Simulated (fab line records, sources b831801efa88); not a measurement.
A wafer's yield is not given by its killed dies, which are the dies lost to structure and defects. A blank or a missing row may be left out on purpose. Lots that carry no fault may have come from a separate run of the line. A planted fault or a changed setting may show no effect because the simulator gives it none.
Struck lot and sound lot, side by side || flow gf180mcu || 15 steps out of a route of 602
Sound: the wafers L832.1, L832.2, L832.6. Wafers struck: L840.1, L840.2, L840.4. The cause is given at the end.
Per side, at each step with rows, come the tool, then ch with its chambers, and then its first start. Under that, the readings that differ: sound wafers || struck wafers || difference of the means || sigmas: that difference in standard deviations of wafers without a fault.
alike: same words and numbers on both sides, and readings whose means sit less than 2 such deviations apart. not compared: any withheld reading, any reading some wafer has no value for, any bound like >300 that may hide the same value, and any number with overlapping values for which the record gives no deviation.
A row with sigmas, a row that says differs or no value, or rows on one side alone: a step with any of these is where the two part. When numbers do not overlap yet have no deviation, they are printed without sigmas and do not part them. Lack of a reading on every wafer of one side parts them only where that side has two or more wafers.

first, 1 step without rows for these wafers: GF_LVPWELL_IMPLANT_09.
GF_LVPWELL_STRIP_10: strips in O2/N2.
  sound on plasma-asher-02 ch 0,1, day 5 18:34; struck on plasma-asher-02 ch 0,1, day 7 15:55
  alike: drypump-motor-current-A, heater-power-w, oes-product-au, strip-time-to-endpoint-s
  not compared: rf-hours-counter-h
GF_LVPWELL_TW_MEAS_11:
  sound on film-metro-04, day 5 18:40; struck on film-metro-01, day 7 16:01
  alike: LVPWELL_TW
then, 7 steps without rows for these wafers: GF_MVSD_DEHYDRATE_00 (time 60 s); GF_MVSD_HMDS_01 (prime time 60 s); GF_MVSD_COAT_02 (resist thk 3030 nm); GF_MVSD_SOFTBAKE_03; GF_MVSD_EXPOSE_04 (exposes mask MVSD, target cd 1000 nm); GF_MVSD_PEB_05; GF_MVSD_DEVELOP_06 (develop time 60 s).
GF_MVSD_OVL_MEAS_07:
  sound on overlay-01, day 6 09:56; struck on overlay-02, day 8 08:14
  alike: MVSD_OVL
next, for these wafers, 1 step has no rows: GF_MVSD_IMPLANT_08.
GF_MVSD_IMPLANT_09:
  sound on implanter-04 ch 0, day 6 10:08; struck on implanter-04 ch 0, day 8 08:25
{"reading": "beam-energy-keV", "sound": "99.95 100.00 100.00", "struck": "93.86 93.88 93.87", "difference": -6.11, "sigmas": "-99 or more"}
{"reading": "model.implant.rp-nm (nm)", "sound": "125.5 125.5 125.5", "struck": "114.6 114.6 114.6", "difference": -10.9, "sigmas": ""}
{"reading": "model.implant.drp-nm (nm)", "sound": "45.6 45.6 45.6", "struck": "43.28 43.28 43.28", "difference": -2.32, "sigmas": ""}
GF_MVSD_STRIP_10: strips in O2/N2.
  sound on plasma-asher-03 ch 0,1, day 6 10:17; struck on plasma-asher-02 ch 0,1, day 8 08:34
{"reading": "heater-power-w (W)", "sound": "310 324 311", "struck": "415 384 396", "difference": "+83", "sigmas": "+2"}
  alike: drypump-motor-current-A, oes-product-au, strip-time-to-endpoint-s
  not compared: rf-hours-counter-h
next, for these wafers, 1 step has no rows: GF_PASSIVATION_PROBE_99.

## WHERE THEY PART
At GF_MVSD_IMPLANT_09 first; at GF_MVSD_STRIP_10 last (within this record only).

WHY: whatever the simulator had introduced
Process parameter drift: implanter-04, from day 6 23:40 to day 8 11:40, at GF_MVSD_IMPLANT_09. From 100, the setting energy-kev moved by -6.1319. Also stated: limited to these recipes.
